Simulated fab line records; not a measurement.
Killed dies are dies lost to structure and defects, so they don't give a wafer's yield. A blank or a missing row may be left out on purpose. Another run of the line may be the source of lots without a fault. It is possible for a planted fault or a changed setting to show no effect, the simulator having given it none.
Problem report, 8D (eight disciplines) form, completed by code | flow sky130 | the parts of the form that need people (team, actions taken, sign-off) are left out

1. THE PROBLEM
Across 6 wafers from 2 lots, NWELL_2_TW at SKY_NWELL_TW_MEAS_26 averages 476, while fault-free wafers read 499 with a standard deviation of 3.5. Relative to the usual mean, that is a shift of -6.7 standard deviations.
Seen first at day 7 05:08 on film-metro-03, wafer L504.3. The record has a number at this step for 36 wafers belonging to 12 lots. The rule behind "out" and "out of limits": a value lying over 4 standard deviations away from the usual mean. The other wafers with a number count as sound.

2. WHAT IT IS; WHAT IT IS NOT
question                    | is                           | is not
which readings at this step | NWELL_2_TW                   | -
which lots                  | L504, L508                   | L496, L497, L498, L499, L511, L512, L514, L516, L517, L518
which wafers of those lots  | all that have a number       | -
read on which gauges        | film-metro-01, film-metro-03 | film-metro-02
when                        | from day 7 05:08             | up to then (12 sound wafers); but 18 sound wafers of L511, L512, L514, L516, L517, L518 came after

3. SUSPECTS, AND WHAT RULES EACH OUT
Counting: a tool at any process step up to the reading remains a suspect when it ran all the lots that are out and ran no sound lot after the first of those.
- the gauge at SKY_NWELL_TW_MEAS_26 has been ruled out. The wafers that are out were read on 2 gauges (film-metro-01, film-metro-03).
- implanter-02 at SKY_NWELL_IMPLANT_24: kept. It ran every lot that is out, first L504 (day 7 04:55), and no sound lot after that. Out on those wafers are its own readings of beam-on-s, faraday-current-uA.
The count leaves implanter-02 at SKY_NWELL_IMPLANT_24.

4. THE CAUSE (what the simulator had put in)
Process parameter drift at SKY_NWELL_IMPLANT_24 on implanter-02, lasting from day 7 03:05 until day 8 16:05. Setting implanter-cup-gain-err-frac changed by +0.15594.
This tool alone remained once counting was done.

5. THE EFFECT CHAIN, in route order
Each row: a reading where the mean over the struck wafers with a number is more than 3 standard deviations away from the usual. Readings are gone through only where the record gives a usual standard deviation; hours: the median, over the lots, of the time from a lot's start at the first step in this table giving one to that lot's start at this step; sigmas: the change measured in usual standard deviations.
hours | step                 | reading            | usual  | on struck wafers | change | sigmas
0     | SKY_NWELL_IMPLANT_24 | beam-on-s          | 9.97 s | 8.77             | -1.20  | -5.7
0     | SKY_NWELL_IMPLANT_24 | faraday-current-uA | 52.0   | 59.1             | +7.1   | +6.5
0     | SKY_NWELL_TW_MEAS_26 | NWELL_2_TW         | 499    | 476              | -23    | -6.7
Process steps it contains:
- SKY_NWELL_IMPLANT_24
Later measuring or inspecting steps at which every struck wafer that the step has a row for has a number for every such reading, and none has moved that far: SKY_SONOS_ONO_CD_MEAS_13.

6. HOW IT WOULD HAVE BEEN CAUGHT EARLIER
In this record the first reading out of limits at a measuring or inspecting step was taken at day 7 05:08, 2 hours after the fault began at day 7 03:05.
The tool's own readings at SKY_NWELL_IMPLANT_24 were out on every struck wafer that the step has a row for (beam-on-s, faraday-current-uA): an alarm limit on them would have fired on the first of those.
L508, from the lots that are out (2), started SKY_NWELL_IMPLANT_24 on implanter-02 later than day 7 05:08. Putting the tool on hold at that point would have spared it.
